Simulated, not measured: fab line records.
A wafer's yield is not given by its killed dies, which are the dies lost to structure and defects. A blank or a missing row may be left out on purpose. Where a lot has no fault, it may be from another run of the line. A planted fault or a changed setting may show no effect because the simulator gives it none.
Chamber matching ; flow sfq-line ; 3 sister chambers for SFQ_TRILAYER_I2_DEP_PECVD_063 on pecvd-02
The step deposits SiO2 from SiH4/N2O, time 111.11 s, target thk 500 nm. 16 wafers are shown with their chamber, then 8 later ones without.

WAFERS WITH THEIR CHAMBER
wafer;chamber;throttle-valve-pct (%);heater-power-w (W)
L871.1;2;24.1;65
L871.2;1;25.1;60
L871.5;2;24.1;68
L874.1;2;24.0;62
L874.2;1;25.0;56
L874.4;0;28.6;86
L876.3;0;28.6;87
L876.4;2;24.1;68
L876.5;1;25.3;65
L882.1;1;25.1;56
L882.3;2;24.1;72
L882.6;0;28.7;84
L883.2;0;28.4;81
L883.4;0;28.5;81
L883.6;2;24.0;69
L885.3;2;24.1;70

SIGNATURES (averages over the wafers above)
reading;chamber 0;chamber 1;chamber 2;scatter within a chamber
throttle-valve-pct;28.560;25.125;24.071;0.0936
heater-power-w;83.80;59.25;67.71;3.41
Rule: for a wafer and a chamber, the distance is found by dividing, reading by reading, the gap between the wafer's reading and the chamber's mean by the reading's scatter, squaring, summing and taking the root. If the next closest chamber is less than 2 further off than the closest, the wafer can't be placed; otherwise it belongs to the closest. The scatter: take each reading less its chamber's mean, square it, sum over the shown wafers, divide by the number of wafers less the number of chambers, and take the root.

WAFERS WITH NO CHAMBER GIVEN
wafer;throttle-valve-pct (%);heater-power-w (W)
L885.5;25.1;62
L885.6;28.4;84
L890.2;23.5;62
L890.4;23.3;66
L890.6;22.7;52
L891.1;22.6;64
L891.3;23.0;90
L891.5;22.5;51

WHICH CHAMBER EACH WENT THROUGH
wafer;from the rows above;in truth
L885.5;1;1
L885.6;0;0
L890.2;2;2
L890.4;2;2
L890.6;2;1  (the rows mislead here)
L891.1;2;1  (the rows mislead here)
L891.3;2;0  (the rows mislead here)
L891.5;2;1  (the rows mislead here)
Placed correctly: 4 of 8. Number that these rows cannot place: 0. Number placed wrongly: 4.
